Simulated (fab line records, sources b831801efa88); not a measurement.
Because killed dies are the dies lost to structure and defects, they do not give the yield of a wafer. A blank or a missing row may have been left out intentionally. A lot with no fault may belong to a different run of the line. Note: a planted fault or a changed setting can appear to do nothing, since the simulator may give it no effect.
fab line records ; flow gf180mcu
record lots=5; wafers=15; last_day=32
route steps=602 shown M2@380 V2@382
lots untouched by any fault: they come from a run of this same line in which no faults occurred
start_h: the number of hours between the record's first day and the start of the first shown wafer of the lot ; wait_h: hours from the lot's prior step to this one ; " unchanged from the row above ; L1.1+2: a row that stands for several wafers ; - no value present, or no start provided ; * or withheld: withheld ; < > ~ a bound
route shown NAME@n: names a module that has steps shown in the file, with the first one's number in the route ; usual: the fault-free wafers' mean and standard deviation ; same: alike in all rows ; chamber/n: place in a boat ; sites: per-site readings ; _std_site: how widely they spread, as a standard deviation ; _edge_site: mean of outer sites minus mean of inner sites ; radius_mm: how far each site lies from the wafer's centre ; mask NAME#n: copy n ; behind: the most recent tool/chamber to have shaped the wafer ; hold: the reason the lot was held/the length of the hold in hours/how it ended ; device: which transistor (n, p or np) failed to switch ; end of line: the same wafers' tests at the end of the route ; step lacking rows: just its recipe ; killed: not the wafer's yield, but the dies lost to structure and defects at the first sort ; map: per-die view of a wafer (x killed, . not killed, _ where there is no die)
set.NAME: setting as actually run; set.NAME@STEP: the setting as run at that earlier step ; model.NAME: the simulator's own value behind a step, which no gauge read
lots at selected steps of the route; one table per step, one row per wafer
services: a tool's chamber out of use, with start hour (start_h, from the record's first day; less than 0 if before it), hours out, and reason
## steps
# step GF_M2_STRIP_18
# recipe chemistry=post_etch_residue_remover; time_s=1200; temp_c=72.5
# usual bath_heat_duty_pct=14.0/1.6
lot.wafer;tool;chamber;start_h;wait_h;bath_heat_duty_pct
L075.3;wet_bench-01;1;447.39;0.0;13.8
L075.4;wet_bench-01;1;447.39;0.0;12.1
L075.6;wet_bench-01;1;447.39;0.0;12.7
L078.1;wet_bench-03;1;473.13;0.1;11.3
L078.4;wet_bench-03;1;473.13;0.1;13.2
L078.6;wet_bench-03;1;473.13;0.1;12.1
L079.2;wet_bench-03;3;483.82;0.1;14.3
L079.4;wet_bench-03;3;483.82;0.1;13.5
L079.5;wet_bench-03;3;483.82;0.1;13.7
L086.4;wet_bench-04;0;549.09;0.0;15.9
L086.5;wet_bench-04;0;549.09;0.0;15.3
L086.6;wet_bench-04;0;549.09;0.0;16.4
L087.2;wet_bench-04;3;553.07;0.1;14.1
L087.4;wet_bench-04;3;553.07;0.1;13.4
L087.5;wet_bench-04;3;553.07;0.1;12.9
# step GF_M2_CLEAN_19
# recipe chemistry=DIW; dry=n2_spin
lot.wafer;tool;chamber;start_h;wait_h
L075.3+4+6;wet_bench-03;3;447.73;0.0
L078.1+4+6;wet_bench-01;0;473.47;0.0
L079.2+4+5;wet_bench-01;3;484.16;0.0
L086.4+5+6;wet_bench-04;0;549.46;0.0
L087.2+4+5;wet_bench-04;2;553.44;0.0
# step GF_V2_CVD_00
# recipe material=SiO2; target_thk_nm=600; sigma_open_frac=0.3; temp_c=400; time_s=100; sih4_flow_sccm=60; pressure_mtorr=6
lot.wafer;tool;chamber;start_h;wait_h
L075.3+4+6;hdpcvd-02;1,0,1;447.83;0.0
L078.1+4+6;hdpcvd-01;1,0,1;473.56;0.0
L079.2+4+5;hdpcvd-01;2,2,0;484.26;0.0
L086.4+5+6;hdpcvd-02;2,0,1;549.60;0.0
L087.2+4+5;hdpcvd-02;1,1,0;553.54;0.0
# step GF_V2_THK_MEAS_01
# recipe reads=SiO2_of_V2_CVD_00
# usual V2_CVD_00_THK=597/5.4
lot.wafer;tool;chamber;start_h;wait_h;V2_CVD_00_THK[nm]
L075.3;film_metro-03;-;447.92;0.1;603
L075.4;film_metro-03;-;447.92;0.1;603
L075.6;film_metro-03;-;447.92;0.1;603
L078.1;film_metro-02;-;473.63;0.0;597
L078.4;film_metro-02;-;473.63;0.0;597
L078.6;film_metro-02;-;473.63;0.0;587
L079.2;film_metro-02;-;484.34;0.0;601
L079.4;film_metro-02;-;484.34;0.0;594
L079.5;film_metro-02;-;484.34;0.0;594
L086.4;film_metro-03;-;549.66;0.0;602
L086.5;film_metro-03;-;549.66;0.0;598
L086.6;film_metro-03;-;549.66;0.0;601
L087.2;film_metro-03;-;553.63;0.0;593
L087.4;film_metro-03;-;553.63;0.0;596
L087.5;film_metro-03;-;553.63;0.0;598
# step GF_V2_CVD_02
# recipe material=SiO2; target_thk_nm=850; precursor=TEOS; temp_c=400; time_s=94.851; rf_w=600
# usual heater_power_w=651/78
lot.wafer;tool;chamber;start_h;wait_h;heater_power_w
L075.3;pecvd-04;1;447.96;0.0;814
L075.4;pecvd-04;0;447.96;0.0;551
L075.6;pecvd-04;1;447.96;0.0;651
L078.1;pecvd-03;0;473.69;0.1;557
L078.4;pecvd-03;1;473.69;0.1;618
L078.6;pecvd-03;2;473.69;0.1;535
L079.2;pecvd-02;1;484.39;0.0;667
L079.4;pecvd-02;0;484.39;0.0;643
L079.5;pecvd-02;2;484.39;0.0;689
L086.4;pecvd-02;1;549.73;0.1;655
L086.5;pecvd-02;0;549.73;0.1;700
L086.6;pecvd-02;2;549.73;0.1;690
L087.2;pecvd-02;0;553.68;0.0;699
L087.4;pecvd-02;0;553.68;0.0;720
L087.5;pecvd-02;1;553.68;0.0;707
# step GF_V2_THK_MEAS_03
# recipe reads=SiO2_of_V2_CVD_02
# usual V2_CVD_02_THK=851/11
lot.wafer;tool;chamber;start_h;wait_h;V2_CVD_02_THK[nm]
L075.3;film_metro-01;-;448.05;0.1;839
L075.4;film_metro-01;-;448.05;0.1;857
L075.6;film_metro-01;-;448.05;0.1;850
L078.1;film_metro-03;-;473.76;0.0;845
L078.4;film_metro-03;-;473.76;0.0;865
L078.6;film_metro-03;-;473.76;0.0;850
L079.2;film_metro-03;-;484.47;0.0;827
L079.4;film_metro-03;-;484.47;0.0;862
L079.5;film_metro-03;-;484.47;0.0;848
L086.4;film_metro-03;-;549.79;0.0;862
L086.5;film_metro-03;-;549.79;0.0;867
L086.6;film_metro-03;-;549.79;0.0;861
L087.2;film_metro-02;-;553.76;0.0;842
L087.4;film_metro-02;-;553.76;0.0;852
L087.5;film_metro-02;-;553.76;0.0;855
# step GF_V2_CMP_04
# recipe material=SiO2; down_force_psi=4; platen_rpm=60; pad_velocity_m_s=0.94248
# usual head_pressure_psi=4.000/0.008; motor_current_A=12.6/1; time_to_endpoint_s=79/4.9
lot.wafer;tool;chamber;start_h;wait_h;head_pressure_psi;motor_current_A;time_to_endpoint_s
L075.4;cmp-01;1;448.14;0.1;4.002;14.0;82
L075.3;cmp-01;3;448.14;0.1;3.993;12.5;71
L075.6;cmp-01;0;448.14;0.1;4.007;13.2;78
L078.1;cmp-01;3;473.91;0.1;3.999;12.0;76
L078.4;cmp-01;2;473.91;0.1;4.011;12.9;88
L078.6;cmp-01;0;473.91;0.1;3.990;12.7;81
L079.2;cmp-01;2;484.57;0.1;3.997;12.5;68
L079.4;cmp-01;3;484.57;0.1;3.982;12.6;80
L079.5;cmp-01;2;484.57;0.1;3.990;12.6;75
L086.4;cmp-02;0;549.97;0.2;3.993;10.8;83
L086.5;cmp-02;1;549.97;0.2;4.001;12.4;86
L086.6;cmp-02;2;549.97;0.2;4.006;12.3;83
L087.4;cmp-01;1;553.81;0.0;4.003;14.0;77
L087.2;cmp-01;3;553.81;0.0;4.010;12.8;72
L087.5;cmp-01;1;553.81;0.0;4.000;13.0;83
# step GF_V2_BOW_MEAS_05
# recipe mode=bow
# usual V2_BOW=100/8.1
lot.wafer;tool;chamber;start_h;wait_h;V2_BOW[um]
L075.3;film_metro-02;-;448.43;0.1;105
L075.4;film_metro-02;-;448.43;0.1;95
L075.6;film_metro-02;-;448.43;0.1;114
L078.1;film_metro-02;-;474.21;0.2;106
L078.4;film_metro-02;-;474.21;0.2;110
L078.6;film_metro-02;-;474.21;0.2;100
L079.2;film_metro-02;-;484.84;0.2;96
L079.4;film_metro-02;-;484.84;0.2;106
L079.5;film_metro-02;-;484.84;0.2;95
L086.4;film_metro-03;-;550.18;0.2;110
L086.5;film_metro-03;-;550.18;0.2;98
L086.6;film_metro-03;-;550.18;0.2;106
L087.2;film_metro-02;-;554.13;0.2;93
L087.4;film_metro-02;-;554.13;0.2;115
L087.5;film_metro-02;-;554.13;0.2;99
# step GF_V2_DEHYDRATE_06
# recipe temp_c=200; time_s=60
# usual plate_temp_C=199.99/0.17
lot.wafer;tool;chamber;start_h;wait_h;plate_temp_C
L075.3;litho_track-04;0;459.95;11.5;200.20
L075.4;litho_track-04;0;459.95;11.5;200.11
L075.6;litho_track-04;0;459.95;11.5;199.99
L078.1;litho_track-04;0;485.60;11.4;199.83
L078.4;litho_track-04;0;485.60;11.4;200.01
L078.6;litho_track-04;0;485.60;11.4;200.20
L079.2;litho_track-04;0;495.78;10.9;200.14
L079.4;litho_track-04;0;495.78;10.9;200.36
L079.5;litho_track-04;0;495.78;10.9;200.31
L086.4;litho_track-02;0;561.22;11.0;199.87
L086.5;litho_track-02;0;561.22;11.0;200.13
L086.6;litho_track-02;0;561.22;11.0;199.93
L087.2;litho_track-02;0;565.02;10.9;199.90
L087.4;litho_track-02;0;565.02;10.9;199.90
L087.5;litho_track-02;0;565.02;10.9;199.88
## services
tool;chamber;start_h;hours;kind
cmp-01;-;442.48;1.3;repair
hdpcvd-01;2;442.80;4.7;repair
wet_bench-04;-;447.19;89.7;repair
hdpcvd-02;2;449.40;8.7;repair
pecvd-03;2;458.50;3.3;repair
cmp-01;-;461.97;1.0;repair
cmp-02;-;462.49;6.4;repair
hdpcvd-02;-;467.29;6.0;pm
pecvd-04;2;468.91;4.7;repair
pecvd-02;-;500.87;0.7;repair
pecvd-03;-;511.92;0.8;repair
cmp-02;-;521.10;0.5;repair
wet_bench-01;-;526.29;1.8;repair
pecvd-03;2;529.38;4.0;repair
hdpcvd-01;-;539.25;15.0;pm
hdpcvd-01;0;539.25;15.0;vent_cycle
hdpcvd-01;1;539.25;15.0;vent_cycle
hdpcvd-01;2;539.25;15.0;vent_cycle
wet_bench-01;-;552.97;4.4;pm
hdpcvd-01;0;554.25;-;clean
hdpcvd-01;1;554.25;-;clean
hdpcvd-01;2;554.25;-;clean
pecvd-04;2;563.13;5.3;repair
## key
fault none
